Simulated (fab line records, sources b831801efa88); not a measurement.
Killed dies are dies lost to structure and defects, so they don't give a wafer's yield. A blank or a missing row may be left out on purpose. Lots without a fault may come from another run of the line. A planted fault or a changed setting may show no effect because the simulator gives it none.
fab line records | flow sky130
record lots=7 wafers=19 last_day=49
route steps=708 shown VIA1@472 METAL2@483 PAD_OPEN@708
lots that met no fault: from a run of the same line without faults
start_h: hours from the record's first day to the start of the lot's first wafer shown | wait_h: hours since the lot's step before | " the same as in the row above | L1.1+2: a row that stands for several wafers | - no value, or no start given | * or withheld: withheld | < > ~ a bound
route shown NAME@n: a module of which the file shows steps, and the number in the route of the first | usual: mean/standard deviation of fault-free wafers | same: alike in all rows | chamber/n: place in a boat | sites: the reading at each site | _std_site: their standard deviation | _edge_site: outer sites' mean less inner sites' | radius_mm: how far each site lies from the wafer's centre | mask NAME#n: copy n | behind: the tool/chamber that last shaped the wafer | hold: why the lot was held/for how many hours/how that ended | device: the transistor (n, p or np) that didn't switch | end of line: the same wafers' tests at the end of the route | a step without rows: its recipe alone | killed: dies lost to structure and defects at the first sort, not the wafer's yield | map: a wafer's dies, x killed, . not, _ none there
set.NAME: the setting as run; set.NAME@STEP: as run at that earlier step | model.NAME: the simulator's own value behind a step, which no gauge read
lots at some steps of the route; a table a step, a row a wafer
services: from which hour (start_h, from the record's first day; less than 0 if before it) a tool's chamber was out of use, for how many hours, and why
## steps
# step SKY_VIA1_ETCH_14
# recipe chemistry=N2/H2 target=BARC ion_energy_ev=200 source_w=500 bias_w=100 pressure_mtorr=30 n2_flow_sccm=100 h2_flow_sccm=200 stop_on=SiO2 time_s=45.9 target_depth_a=600
# usual bias_w=99.98/0.27 drypump_motor_current_A=5.8/0.32 h2_flow_sccm=200.0/0.61 oes_product_au=0.854/0.0047 throttle_valve_pct=13.225/0.0084
# columns lot.wafer tool chamber start_h wait_h bias_w drypump_motor_current_A h2_flow_sccm oes_product_au rf_hours_counter_h throttle_valve_pct
L967.1 rie_diel-02 3 779.62 0.0 99.92 6.0 199.9 0.855 10 13.220
L967.2 " 0 " " 100.16 5.3 200.6 0.855 14 13.238
L967.6 " 0 " " 99.97 5.3 200.1 0.848 - 13.214
L973.2 rie_diel-02 0 821.93 0.0 99.92 5.3 199.9 0.857 15 13.215
L973.4 " 3 " " 100.11 6.0 200.4 0.862 12 13.226
L973.6 " 0 " " 99.71 5.3 200.3 0.852 - 13.213
L974.1 rie_diel-02 0 833.21 0.0 99.90 5.3 199.9 0.852 16 13.234
L974.4 " 3 " " 99.59 6.0 200.9 0.848 12 13.227
L977.1 rie_diel-01 2 855.48 0.0 100.07 5.9 201.3 0.852 15 13.217
L977.4 " 0 " " 100.05 5.9 200.3 0.859 4 13.225
L984.2 rie_diel-02 3 902.58 0.0 100.35 6.0 199.4 0.851 14 13.231
L984.3 " 0 " " 100.40 5.3 200.6 0.851 18 13.220
L984.4 " 1 " " 99.74 5.5 200.3 0.853 5 13.219
L986.2 rie_diel-04 1 937.38 0.0 100.02 5.8 201.2 0.859 4 13.227
L986.3 " 3 " " 100.03 5.4 200.8 0.853 9 13.219
L986.6 " 2 " " 99.96 6.5 200.6 0.863 - 13.222
L988.2 rie_diel-01 0 944.46 0.0 99.88 6.0 200.6 0.860 7 13.223
L988.4 " 2 " " 99.74 5.9 201.0 0.863 18 13.209
L988.6 " 0 " " 100.11 6.0 200.3 0.846 - 13.220
# step SKY_VIA1_ETCH_15
# recipe target=SiO2 chemistry=C4F8/O2/Ar target_depth_nm=351 stop_on=TiN mask_material=KrF-thick source_w=1500 bias_w=1200 pressure_mtorr=40 c4f8_flow_sccm=withheld O2_flow_sccm=6 Ar_flow_sccm=300 time_s=54
# step SKY_VIA1_STRIP_16
# recipe chemistry=O2/N2 power_w=1400 pressure_mtorr=1500 platen_temp_c=withheld o2_flow_sccm=3000 n2_flow_sccm=300 overash_fraction=0.5
# step SKY_VIA1_STRIP_17
# recipe chemistry=post_etch_residue_remover time_s=1200 temp_c=72.5
# step SKY_VIA1_CLEAN_18
# recipe chemistry=IPA time_s=180 temp_c=25
# step SKY_VIA1_CLEAN_19
# recipe chemistry=O3/DIW dry=n2_spin
# step SKY_VIA1_SPUTTER_20
# recipe material=TiN target_thk_nm=20 chamber_pressure_pa=5 power_w=4000 time_s=80
# usual throttle_valve_pct=29.5/1.4
# columns lot.wafer tool chamber start_h wait_h throttle_valve_pct
L967.1 pvd_sputter-01 - 780.77 0.0 28.5
L967.2 " - " " 29.1
L967.6 " - " " 28.7
L973.2 pvd_sputter-02 - 822.65 0.0 30.4
L973.4 " - " " 26.7
L973.6 " - " " 30.4
L974.1 pvd_sputter-03 - 833.89 0.0 30.0
L974.4 " - " " 29.2
L977.1 pvd_sputter-01 - 856.65 0.0 28.6
L977.4 " - " " 31.8
L984.2 pvd_sputter-03 - 903.27 0.0 29.1
L984.3 " - " " 28.8
L984.4 " - " " 30.0
L986.2 pvd_sputter-01 - 938.09 0.0 28.8
L986.3 " - " " 28.6
L986.6 " - " " 28.8
L988.2 pvd_sputter-02 - 945.15 0.0 26.4
L988.4 " - " " 30.8
L988.6 " - " " 30.4
# step SKY_VIA1_CVD_21
# recipe material=W target_thk_nm=270 time_s=80.902 temp_c=400 pressure_torr=40
# usual heater_power_w=954/100
# columns lot.wafer tool chamber start_h wait_h heater_power_w since_wet_clean_h
L967.1 cvd_w-01 1 780.83 0.0 874 377
L967.2 " 0 " " 1080 377
L967.6 " 1 " " 900 -
L973.2 cvd_w-01 1 822.71 0.0 885 419
L973.4 " 1 " " 903 -
L973.6 " 0 " " 1090 -
L974.1 cvd_w-01 0 833.95 0.0 1062 430
L974.4 " 1 " " 894 -
L977.1 cvd_w-02 0 856.71 0.0 1051 953
L977.4 " 0 " " 1038 -
L984.2 cvd_w-01 0 903.34 0.0 1058 499
L984.3 " 1 " " 899 -
L984.4 " 0 " " 1091 -
L986.2 cvd_w-02 0 938.15 0.0 980 20
L986.3 " 0 " " 990 -
L986.6 " 0 " " 996 -
L988.2 cvd_w-01 0 945.21 0.0 1090 541
L988.4 " 0 " " 1075 -
L988.6 " 1 " " 868 -
# step SKY_VIA1_RS_MEAS_22
# recipe thk_meas_gauge=four-point-probe reads=W_of_VIA1_CVD_21+TiN_of_VIA1_SPUTTER_20
# usual VIA1_W_RS=0.427/0.0035
# columns lot.wafer tool chamber start_h wait_h VIA1_W_RS[ohm/sq]
L967.1 film_metro-02 - 780.93 0.1 0.429
L967.2 " - " " 0.423
L967.6 " - " " 0.426
L973.2 film_metro-04 - 822.82 0.1 0.432
L973.4 " - " " 0.436
L973.6 " - " " 0.431
L974.1 film_metro-03 - 834.04 0.1 0.433
L974.4 " - " " 0.426
L977.1 film_metro-03 - 856.80 0.1 0.431
L977.4 " - " " 0.432
L984.2 film_metro-03 - 903.45 0.1 0.419
L984.3 " - " " 0.428
L984.4 " - " " 0.427
L986.2 film_metro-04 - 938.26 0.1 0.426
L986.3 " - " " 0.423
L986.6 " - " " 0.424
L988.2 film_metro-02 - 945.32 0.1 0.421
L988.4 " - " " 0.422
L988.6 " - " " 0.423
# step SKY_VIA1_THK_MEAS_23
# recipe thk_meas_gauge=xrf reads=W_of_VIA1_CVD_21
# usual VIA1_W_THK=257/3.5
# columns lot.wafer tool chamber start_h wait_h VIA1_W_THK[nm]
L967.1 film_metro-02 - 781.05 0.1 254
L967.2 " - " " 259
L967.6 " - " " 255
L973.2 film_metro-04 - 822.93 0.1 251
L973.4 " - " " 250
L973.6 " - " " 253
L974.1 film_metro-03 - 834.16 0.1 259
L974.4 " - " " 261
L977.1 film_metro-03 - 856.92 0.1 257
L977.4 " - " " 257
L984.2 film_metro-03 - 903.56 0.1 265
L984.3 " - " " 259
L984.4 " - " " 259
L986.2 film_metro-04 - 938.37 0.1 256
L986.3 " - " " 257
L986.6 " - " " 257
L988.2 film_metro-02 - 945.43 0.1 263
L988.4 " - " " 261
L988.6 " - " " 259
# step SKY_VIA1_CMP_24
# recipe stop_on=SiO2 t_overpolish_s=15 down_force_psi=3.5 platen_rpm=60 target_thk_nm=0 pad_velocity_m_s=0.94248
# usual edge_zone_pressure_frac=1.000/0.005 motor_current_A=10.8/1 overpolish_run_s=15.000/0.0089 platen_rpm=60.00/0.039 time_to_endpoint_s=66.0/2.7
# same t_overpolish_s=15
# columns lot.wafer tool chamber start_h wait_h edge_zone_pressure_frac motor_current_A overpolish_run_s platen_rpm time_to_endpoint_s
L967.2 cmp-01 2 781.11 0.0 1.001 11.1 14.979 59.98 70.1
L967.1 " 0 " " 1.008 9.5 14.989 60.04 64.7
L967.6 " 3 " " 1.002 10.5 14.997 59.99 68.1
L973.4 cmp-02 1 823.03 0.1 0.996 12.0 14.993 60.00 65.2
L973.2 " 2 " " 0.993 13.4 14.996 60.03 66.0
L973.6 " 0 " " 1.000 11.4 15.003 60.04 65.4
L974.1 cmp-02 2 834.22 0.1 0.996 12.5 14.998 59.93 66.1
L974.4 " 0 " " 1.001 11.2 15.007 59.98 66.8
L977.4 cmp-01 3 857.03 0.1 1.001 10.4 14.999 60.04 64.4
L977.1 " 0 " " 1.005 9.7 14.989 59.90 63.8
L984.3 cmp-02 1 903.66 0.1 1.001 11.4 14.994 60.01 63.4
L984.4 " 2 " " 1.000 12.2 15.000 60.01 64.9
L984.2 " 3 " " 1.002 10.3 15.000 60.04 69.9
L986.2 cmp-01 1 938.42 0.0 1.001 10.3 15.018 60.01 69.5
L986.3 " 3 " " 0.997 11.1 15.004 59.95 68.2
L986.6 " 2 " " 0.997 10.9 15.012 59.98 70.4
L988.2 cmp-02 0 945.58 0.1 1.001 11.5 14.993 60.06 64.6
L988.4 " 1 " " 0.994 11.5 14.990 60.07 59.5
L988.6 " 2 " " 1.000 12.6 15.000 59.99 65.4
# step SKY_METAL2_SPUTTER_00
# recipe material=Ti target_thk_nm=15 power_w=3000 time_s=10 chamber_pressure_pa=0.4
# step SKY_METAL2_SPUTTER_01
# recipe material=TiN target_thk_nm=20 power_w=6500 time_s=16.7 chamber_pressure_pa=0.4
# usual throttle_valve_pct=29.6/1.2
# columns lot.wafer tool chamber start_h wait_h throttle_valve_pct model.TiN_of_METAL2_SPUTTER_01.thk_nm
L967.1 pvd_sputter-03 - 781.43 0.0 29.9 19.68
L967.2 " - " " 28.9 19.87
L967.6 " - " " 31.5 19.89
L973.2 pvd_sputter-03 - 823.30 0.0 31.3 20.23
L973.4 " - " " 28.8 34.22
L973.6 " - " " 28.8 20.13
L974.1 pvd_sputter-03 - 834.54 0.0 29.1 33.62
L974.4 " - " " 31.4 33.59
L977.1 pvd_sputter-03 - 857.30 0.0 28.9 34.23
L977.4 " - " " 31.4 34.33
L984.2 pvd_sputter-02 - 903.93 0.0 30.5 19.93
L984.3 " - " " 26.8 20.06
L984.4 " - " " 31.1 19.73
L986.2 pvd_sputter-04 - 938.74 0.0 28.9 19.78
L986.3 " - " " 30.2 19.86
L986.6 " - " " 28.7 19.49
L988.2 pvd_sputter-04 - 945.80 0.0 29.0 19.81
L988.4 " - " " 30.1 20.02
L988.6 " - " " 28.8 19.59
# step SKY_METAL2_SPUTTER_02
# recipe material=AlCu target_thk_nm=250 power_w=10600 time_s=13.3 chamber_pressure_pa=0.4
# usual throttle_valve_pct=29.6/1.1
# columns lot.wafer tool chamber start_h wait_h throttle_valve_pct
L967.1 pvd_sputter-03 - 781.45 0.0 29.8
L967.2 " - " " 28.9
L967.6 " - " " 31.1
L973.2 pvd_sputter-03 - 823.33 0.0 31.4
L973.4 " - " " 28.6
L973.6 " - " " 29.0
L974.1 pvd_sputter-03 - 834.57 0.0 29.0
L974.4 " - " " 31.5
L977.1 pvd_sputter-03 - 857.33 0.0 29.1
L977.4 " - " " 31.3
L984.2 pvd_sputter-02 - 903.96 0.0 30.1
L984.3 " - " " 27.3
L984.4 " - " " 31.0
L986.2 pvd_sputter-04 - 938.77 0.0 28.8
L986.3 " - " " 30.5
L986.6 " - " " 28.9
L988.2 pvd_sputter-04 - 945.83 0.0 28.8
L988.4 " - " " 30.4
L988.6 " - " " 28.6
# step SKY_PAD_OPEN_PROBE_99
# usual defect_limited_yield=82.5/1.9 killed_at_M0_to_M3=42/7.4 killed_at_M4_up=3.4/1.8 killed_at_contacts=25/5.4 killed_at_front_end=15/4.4 killed_at_other=0.2/0.52 killed_dies=86/9.3 killed_open=47/7.6 killed_short=39/6.5 sort_bin_3_pad_short=0.9/0.46 sort_bin_5_function=10.3/1.5 sort_bin_6_memory=6.3/1.2 sort_n_pass=406/9.3 sort_yield_pct=82.5/1.9
# same gross_dies=492 killed_at_back_side=0 sort_bin_4_leakage[%]=0 sort_bin_8_speed[%]=0
# columns lot.wafer tool chamber start_h wait_h defect_limited_yield[%] killed_at_M0_to_M3 killed_at_M4_up killed_at_contacts killed_at_front_end killed_at_other killed_dies killed_open killed_short sort_bin_3_pad_short[%] sort_bin_5_function[%] sort_bin_6_memory[%] sort_n_pass sort_yield_pct[%]
L967.1 prober-02 - 1071.98 0.1 82.5 40 4 25 14 3 86 50 36 0.2 11.4 5.9 406 82.5
L967.2 prober-02 - 1072.03 0.1 83.7 44 5 23 8 0 80 46 34 0.6 11.0 4.7 412 83.7
L967.6 prober-02 - 1072.23 0.2 82.3 47 5 20 15 0 87 53 34 0.6 11.0 6.1 405 82.3
L974.1 prober-01 - 1112.12 0.1 81.1 37 2 26 28 0 93 45 48 1.2 12.4 5.3 399 81.1
L974.4 prober-01 - 1112.27 0.2 82.3 40 6 26 15 0 87 49 38 2.2 10.0 5.5 405 82.3
L977.4 prober-02 - 1128.80 0.2 79.3 50 3 30 19 0 102 54 48 1.0 12.4 7.3 390 79.3
L986.2 prober-01 - 1182.65 0.1 82.9 30 1 39 14 0 84 43 41 1.0 10.6 5.5 408 82.9
L986.3 prober-01 - 1182.70 0.2 80.3 42 5 35 15 0 97 59 38 0.4 12.6 6.7 395 80.3
L986.6 prober-01 - 1182.85 0.2 80.1 59 3 15 21 0 98 58 40 0.4 12.2 7.3 394 80.1
# killed by level:class
L967.1 VIA1:geometric_particle:open=10 METAL2:geometric_particle:short=10 LI_CONTACT:geometric_particle:open=9 CONTACT:geometric_particle:open=9 FIELD_ISO:geometric_particle:open=6 METAL1:geometric_particle:short=6 VIA3:geometric_particle:open=5 CONTACT:geometric_particle:short=4
L967.2 METAL1:geometric_particle:short=10 VIA3:geometric_particle:open=8 VIA1:geometric_particle:open=7 LI_CONTACT:geometric_particle:open=6 CONTACT:geometric_particle:open=6 LOCAL_INTERCONNECT:geometric_particle:short=5 VIA2:geometric_particle:open=5 POLY_GATE:geometric_particle:open=4
L967.6 CONTACT:geometric_particle:open=10 VIA1:geometric_particle:open=10 METAL2:geometric_particle:short=7 VIA2:geometric_particle:open=7 VIA3:geometric_particle:open=7 FIELD_ISO:geometric_particle:short=4 LI_CONTACT:geometric_particle:open=4 CONTACT:geometric_particle:short=4
L974.1 VIA1:geometric_particle:open=11 LI_CONTACT:geometric_particle:open=9 FIELD_ISO:geometric_particle:short=6 POLY_GATE:geometric_particle:short=6 METAL1:geometric_particle:short=6 LI_CONTACT:geometric_particle:short=5 CONTACT:geometric_particle:open=5 VIA2:geometric_particle:short=5
L974.4 VIA1:geometric_particle:open=11 VIA3:geometric_particle:open=9 CONTACT:geometric_particle:open=8 CONTACT:geometric_particle:short=6 METAL2:geometric_particle:short=6 POLY_GATE:geometric_particle:open=5 LOCAL_INTERCONNECT:geometric_particle:short=5 LI_CONTACT:geometric_particle:open=4
L977.4 CONTACT:geometric_particle:open=11 LI_CONTACT:geometric_particle:open=10 FIELD_ISO:geometric_particle:open=8 FIELD_ISO:geometric_particle:short=7 METAL1:geometric_particle:short=7 VIA2:geometric_particle:open=7 VIA3:geometric_particle:open=7 CONTACT:geometric_particle:short=6
L986.2 LI_CONTACT:geometric_particle:open=12 CONTACT:geometric_particle:open=9 VIA1:geometric_particle:open=9 CONTACT:geometric_particle:short=7 LOCAL_INTERCONNECT:geometric_particle:short=6 METAL1:geometric_particle:short=6 FIELD_ISO:geometric_particle:short=4 LI_CONTACT:geometric_particle:short=4
L986.3 LI_CONTACT:geometric_particle:open=14 VIA1:geometric_particle:open=11 VIA2:geometric_particle:open=8 METAL1:geometric_particle:short=7 CONTACT:geometric_particle:open=7 FIELD_ISO:geometric_particle:open=5 POLY_GATE:geometric_particle:open=5 CONTACT:geometric_particle:short=5
L986.6 VIA2:geometric_particle:open=13 METAL2:geometric_particle:short=10 FIELD_ISO:geometric_particle:open=8 VIA1:geometric_particle:open=8 VIA3:geometric_particle:open=7 CONTACT:geometric_particle:open=6 VIA2:geometric_particle:short=5 POLY_GATE:geometric_particle:open=4
## services
# columns tool chamber start_h hours kind
pvd_sputter-01 - 759.12 6.3 repair
rie_diel-04 - 765.29 14.6 pm
cvd_w-02 - 777.25 6.0 pm
cmp-02 - 779.68 4.3 repair
cvd_w-01 - 787.56 28.1 pm
rie_diel-01 1 827.46 6.3 repair
rie_diel-01 2 829.35 10.1 repair
cmp-02 - 862.13 5.2 pm
cvd_w-02 - 863.30 6.9 pm
cvd_w-01 0 866.13 1.4 repair
cvd_w-01 0 870.71 8.8 repair
cvd_w-02 - 871.19 2.2 repair
cvd_w-02 - 874.64 0.3 repair
pvd_sputter-03 - 875.89 0.6 repair
pvd_sputter-04 - 889.50 1.2 repair
rie_diel-02 1 893.04 2.9 repair
cmp-01 - 901.02 5.0 repair
cvd_w-02 - 904.00 14.0 pm
rie_diel-01 1 905.60 3.3 repair
pvd_sputter-04 - 906.30 1.9 repair
cmp-02 - 928.71 4.0 pm
rie_diel-02 3 939.96 7.9 repair
pvd_sputter-03 - 943.49 2.7 repair
cmp-02 - 945.78 5.6 pm
## key
first_sign none at tools or gauges
model_effect step=SKY_METAL2_SPUTTER_01 value=TiN_of_METAL2_SPUTTER_01.thk_nm without=20.04 struck=34
met_at SKY_METAL2_SPUTTER_01
struck_wafers L973.4,L974.1,L974.4,L977.1,L977.4
onset_between 781.43 823.30
fault kind=process_parameter_drift tool=pvd_sputter-03 chamber=- onset_h=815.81 steps=SKY_METAL2_SPUTTER_01 channel=target_thk_nm offset=13.957 shape=step end_h=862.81 scope=struck_wafers_only acts_in=these_recipes_only stated=20
